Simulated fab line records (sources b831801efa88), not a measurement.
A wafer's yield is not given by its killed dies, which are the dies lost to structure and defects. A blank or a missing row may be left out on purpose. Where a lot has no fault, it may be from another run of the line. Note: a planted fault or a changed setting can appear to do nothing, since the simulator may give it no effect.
A lot that was struck, set against a sound lot :: flow gf180mcu :: 44 out of 602 route steps
Sound: the wafers L753.1, L753.3, L753.6. Struck: wafers L760.3, L760.4, L760.5. Last of all comes the cause.
Each step with rows lists, per side, the tool, then ch with its chambers, then its first start. Under that, the readings that differ: sound wafers :: struck wafers :: difference of the means :: sigmas: that difference in standard deviations of wafers without a fault.
alike: a reading whose means differ by less than 2 such deviations, as well as words and numbers matching on both sides. not compared: withheld readings; readings where some wafer has no value; bounds like >300 that might hide an equal value; numbers whose values overlap and for which the record gives no deviation.
Wherever a step has rows on one side only, a row that says differs or no value, or a row with sigmas, the two part there. Non-overlapping numbers with no deviation appear without sigmas and do not part them. A reading missing from all wafers of one side parts the sides only when that side holds two or more wafers.

first, 2 steps without rows for these wafers: GF_DNWELL_DEVELOP_06 (develop time 60 s); GF_DNWELL_IMPLANT_07.
GF_DNWELL_STRIP_08: strips in O2/N2.
  sound on plasma asher-04 ch 0, day 5 10:17; struck on plasma asher-03 ch 0,1, day 6 23:42
  alike: drypump motor current A, heater power w, n2 flow sccm, oes product au, platen temp c, strip time to endpoint s
  not compared: rf hours counter h
GF_DNWELL_TW_MEAS_09:
  sound on film metro-02, day 5 10:23; struck on film metro-04, day 6 23:47
  alike: DNWELL_TW
then, 7 steps without rows for these wafers: GF_NWELL_DEHYDRATE_00 (time 60 s); GF_NWELL_HMDS_01 (prime time 60 s); GF_NWELL_COAT_02 (resist thk 3000 nm); GF_NWELL_SOFTBAKE_03; GF_NWELL_EXPOSE_04 (exposes mask Nwell, target cd 860 nm); GF_NWELL_PEB_05; GF_NWELL_DEVELOP_06 (develop time 60 s).
GF_NWELL_OVL_MEAS_07:
  sound on overlay-02, day 6 01:01; struck on overlay-01, day 7 15:11
  alike: NWELL_OVL
GF_NWELL_IMPLANT_08:
  sound on implanter-04 ch 0, day 6 01:03; struck on implanter-02 ch 0, day 7 15:35
  alike: beam on s, tilt deg
after that, 1 step had no rows for these wafers: GF_NWELL_IMPLANT_09.
GF_NWELL_STRIP_10: strips in O2/N2.
  sound on plasma asher-02 ch 0,1, day 6 01:21; struck on plasma asher-02 ch 0,1, day 7 15:52
reading: oes product au (a.u.)
sound: 0.727 0.730 0.730
struck: 0.724 0.716 0.718
difference: -0.010
sigmas: -2
  alike: drypump motor current A, heater power w, n2 flow sccm, platen temp c, strip time to endpoint s
  not compared: rf hours counter h
GF_NWELL_TW_MEAS_11:
  sound on film metro-01, day 6 01:27; struck on film metro-01, day 7 16:11
reading: NWELL_TW
sound: 1561 1567 1563
struck: 1914 1919 1920
difference: +354
sigmas: +21
then, 7 steps without rows for these wafers: GF_LVPWELL_DEHYDRATE_00 (time 60 s); GF_LVPWELL_HMDS_01 (prime time 60 s); GF_LVPWELL_COAT_02 (resist thk 3000 nm); GF_LVPWELL_SOFTBAKE_03; GF_LVPWELL_EXPOSE_04 (exposes mask LVPWELL, target cd 600 nm); GF_LVPWELL_PEB_05; GF_LVPWELL_DEVELOP_06 (develop time 60 s).
GF_LVPWELL_OVL_MEAS_07:
  sound on overlay-02, day 6 16:49; struck on overlay-01, day 8 07:47
  alike: LVPWELL_OVL
then, 2 steps without rows for these wafers: GF_LVPWELL_IMPLANT_08; GF_LVPWELL_IMPLANT_09.
GF_LVPWELL_STRIP_10: strips in O2/N2.
  sound on plasma asher-03 ch 0,1, day 6 17:09; struck on plasma asher-02 ch 0,1, day 8 08:08
  alike: drypump motor current A, heater power w, n2 flow sccm, oes product au, platen temp c, strip time to endpoint s
  not compared: rf hours counter h
GF_LVPWELL_TW_MEAS_11:
  sound on film metro-01, day 6 17:15; struck on film metro-04, day 8 08:17
  alike: LVPWELL_TW
then, 7 steps without rows for these wafers: GF_MVSD_DEHYDRATE_00 (time 60 s); GF_MVSD_HMDS_01 (prime time 60 s); GF_MVSD_COAT_02 (resist thk 3000 nm); GF_MVSD_SOFTBAKE_03; GF_MVSD_EXPOSE_04 (exposes mask MVSD, target cd 1000 nm); GF_MVSD_PEB_05; GF_MVSD_DEVELOP_06 (develop time 60 s).
GF_MVSD_OVL_MEAS_07:
  sound on overlay-01, day 7 08:14; struck on overlay-02, day 9 00:53
  alike: MVSD_OVL
then, 2 steps without rows for these wafers: GF_MVSD_IMPLANT_08; GF_MVSD_IMPLANT_09.
GF_MVSD_STRIP_10: strips in O2/N2.
  sound on plasma asher-01 ch 0,1, day 7 08:34; struck on plasma asher-01 ch 0,1, day 9 01:14
reading: strip time to endpoint s (s)
sound: 36.96 36.98 36.90
struck: 36.68 36.66 36.82
difference: -0.23
sigmas: -2
  alike: drypump motor current A, heater power w, n2 flow sccm, oes product au, platen temp c
  not compared: rf hours counter h
GF_MVSD_TW_MEAS_11:
  sound on film metro-01, day 7 08:40; struck on film metro-01, day 9 01:19
  alike: MVSD_TW
then, 2 steps without rows for these wafers: GF_MVPSD_DEHYDRATE_00 (time 60 s); GF_MVPSD_HMDS_01 (prime time 60 s).
-- the record jumps here: 4 days lie between the struck wafers' starts before and after --
GF_VT_IMPLANT_RS_MEAS_47: measures by four-point-probe.
  sound on film metro-04, day 10 22:09; struck on film metro-04, day 12 20:41
reading: NWELL_RS (ohm/sq)
sound: 488.9 488.3 487.8
struck: 349.6 349.4 348.3
difference: -139.2
sigmas: -93
GF_PASSIVATION_PROBE_99:
  the record holds rows for the sound wafers here (prober-02, day 32 10:19) but none for the struck ones

== WHERE THEY PART ==
At GF_NWELL_STRIP_10 first; at GF_PASSIVATION_PROBE_99 last (within this record only).

WHY: the cause the simulator had injected
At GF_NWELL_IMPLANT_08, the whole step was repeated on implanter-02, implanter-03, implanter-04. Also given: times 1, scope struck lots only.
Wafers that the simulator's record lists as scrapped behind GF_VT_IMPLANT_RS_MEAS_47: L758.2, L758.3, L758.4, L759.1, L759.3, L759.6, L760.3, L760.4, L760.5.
